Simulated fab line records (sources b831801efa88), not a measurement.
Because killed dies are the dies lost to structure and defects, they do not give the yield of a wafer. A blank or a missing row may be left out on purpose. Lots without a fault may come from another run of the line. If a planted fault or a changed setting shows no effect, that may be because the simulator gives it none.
Code-filled problem report in 8D (eight disciplines) form / flow sfq-line / the parts of the form that need people (team, actions taken, sign-off) are left out

## 1. THE PROBLEM
run-length-s at SFQ_TRILAYER_R5_BARC_OPEN_METAL_ETCH_177 reads a mean of 74.74 s on 6 wafers of 3 lots; wafers without a fault read 70.37 s with a standard deviation of 0.29. Measured from the usual mean, that is +15 standard deviations.
The step: etches BARC in O2, target depth 125 nm, time 41.7 s.
Earliest sighting: wafer L872.3 on rie-metal-02 at day 63 09:07. The record has a number at this step for 21 wafers belonging to 7 lots. By rule, "out" or "out of limits" means more than 4 standard deviations away from the usual mean. The other wafers with a number count as sound.

## 2. WHAT THIS IS AND IS NOT
question=which readings at this step | is=run-length-s, oes-product-au | is not=drypump-motor-current-A, rf-fwd-power-W
question=which lots | is=L872, L873, L874 | is not=L862, L865, L875, L882
question=which wafers of those lots | is=L872.3, L872.4, L872.6, L873.6, L874.3, L874.4 | is not=L873.1, L873.5, L874.1
question=read on which tools | is=rie-metal-02 | is not=rie-metal-03, rie-metal-04
question=when | is=from day 63 09:07 | is not=up to then (6 sound wafers); but 9 sound wafers of L873, L874, L875, L882 came after

## 3. THE SUSPECTS, EACH WITH WHAT RULES IT OUT
Counting: any tool at a process step up to the reading remains a suspect provided it ran every lot that is out. Sound lots after the first of them don't rule it out here, since some wafers of a struck lot are sound.
- rie-metal-02 at SFQ_TRILAYER_R5_BARC_OPEN_METAL_ETCH_177 (etches BARC in O2, target depth 125 nm, time 41.7 s): kept. Every lot that is out went through it, the first being L872 (day 63 09:07); the last sound lot it ran before that was L865 (day 62 05:22). On those wafers its own readings are out: oes-product-au, run-length-s.
Remaining after the count: rie-metal-02 at SFQ_TRILAYER_R5_BARC_OPEN_METAL_ETCH_177.

## 4. THE CAUSE (what the simulator had put in)
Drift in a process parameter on rie-metal-02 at SFQ_TRILAYER_R5_BARC_OPEN_METAL_ETCH_177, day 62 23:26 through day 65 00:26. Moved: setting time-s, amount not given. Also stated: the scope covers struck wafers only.
This tool alone remained once counting was done.

## 5. SEQUENCE OF EFFECTS, ordered by route
Rows list readings where the struck wafers' mean (over those with a number) sits beyond 3 standard deviations from the usual. Readings are gone through only where the record gives a usual standard deviation; hours: the median, over the lots, of the time from a lot's start at the first step in this table giving one to that lot's start at this step; sigmas: the change measured in usual standard deviations.
hours=0; step=SFQ_TRILAYER_R5_BARC_OPEN_METAL_ETCH_177; reading=oes-product-au; usual=0.685 a.u.; on struck wafers=0.655; change=-0.030; sigmas=-6.3
hours=0; step=SFQ_TRILAYER_R5_BARC_OPEN_METAL_ETCH_177; reading=run-length-s; usual=70.37 s; on struck wafers=74.74; change=+4.37; sigmas=+15
Its process steps:
- SFQ_TRILAYER_R5_BARC_OPEN_METAL_ETCH_177: etches BARC in O2, target depth 125 nm, time 41.7 s.

## 6. WHAT WOULD HAVE CAUGHT IT SOONER
First out-of-limits reading in this record: day 63 09:07, which is 10 hours after fault onset at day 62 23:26.
